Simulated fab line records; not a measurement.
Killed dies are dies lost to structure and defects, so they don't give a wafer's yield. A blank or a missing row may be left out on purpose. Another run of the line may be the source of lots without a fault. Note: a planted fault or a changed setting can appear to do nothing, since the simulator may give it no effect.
One fault through the eyes of 2 desks || flow gf180mcu || what lay behind the numbers comes last; until then each desk has only its own

## THE METROLOGY DESK
What the gauges read, lot by lot, whatever tool the lot ran on: means of the sampled wafers that have a number. Any lot whose mean is over 4 standard deviations away from the usual mean is out of limits and marked OUT; that distance is given in the brackets.
Columns: A = PASSIVATION_CVD_02_THK at GF_PASSIVATION_THK_MEAS_03, usual 698 nm
{"lot": "L961", "first seen here": "day 27 21:46", "A": 694}
{"lot": "L962", "first seen here": "day 28 12:56", "A": 702}
{"lot": "L964", "first seen here": "day 28 20:53", "A": 694}
{"lot": "L966", "first seen here": "day 29 20:18", "A": 703}
{"lot": "L967", "first seen here": "day 30 08:34", "A": 707}
{"lot": "L968", "first seen here": "day 30 10:49", "A": 696}
{"lot": "L970", "first seen here": "day 30 22:47", "A": 703}
{"lot": "L975", "first seen here": "day 32 03:46", "A": 693}
{"lot": "L977", "first seen here": "day 32 15:29", "A": 689}
{"lot": "L979", "first seen here": "day 33 03:59", "A": 692}
{"lot": "L980", "first seen here": "day 33 10:33", "A": 706}
{"lot": "L982", "first seen here": "day 33 18:11", "A": 693}
{"lot": "L983", "first seen here": "day 34 00:00", "A": 706}
This desk found nothing out of limits on any of the 13 lots.

## FOR THE TOOL OWNER'S DESK: pvdSputter-04
The tool's own readings at GF_MIM_SPUTTER_09 (material TiN, target thk 35 nm, time 29.2 s): means of the sampled wafers that have a number, for each lot that ran on this tool. Any lot whose mean is over 4 standard deviations away from the usual mean is out of limits and marked OUT; that distance is given in the brackets.
Columns: A = cathodeDcPowerW at GF_MIM_SPUTTER_09, usual 6500.0 W; B = throttleValvePct at GF_MIM_SPUTTER_09, usual 29.8 %
{"lot": "L962", "first seen here": "day 24 20:05", "A": 6498.9, "B": 29.3}
{"lot": "L964", "first seen here": "day 25 07:59", "A": 6500.0, "B": 29.4}
{"lot": "L966", "first seen here": "day 26 09:11", "A": 6499.7, "B": 29.0}
{"lot": "L968", "first seen here": "day 26 23:20", "A": 6500.4, "B": 29.4}
{"lot": "L970", "first seen here": "day 27 13:20", "A": 6499.2, "B": 29.7}
{"lot": "L982", "first seen here": "day 30 18:11", "A": 6500.0, "B": 29.4}
{"lot": "L983", "first seen here": "day 31 02:42", "A": 6500.2, "B": 29.3}
This desk found nothing out of limits on any of the 7 lots.

## TAKEN TOGETHER
At the metrology desk, nothing out of limits was observed.
The desk of the tool owner found nothing out of limits.

## WHAT HAD BEEN PUT IN BY THE SIMULATOR
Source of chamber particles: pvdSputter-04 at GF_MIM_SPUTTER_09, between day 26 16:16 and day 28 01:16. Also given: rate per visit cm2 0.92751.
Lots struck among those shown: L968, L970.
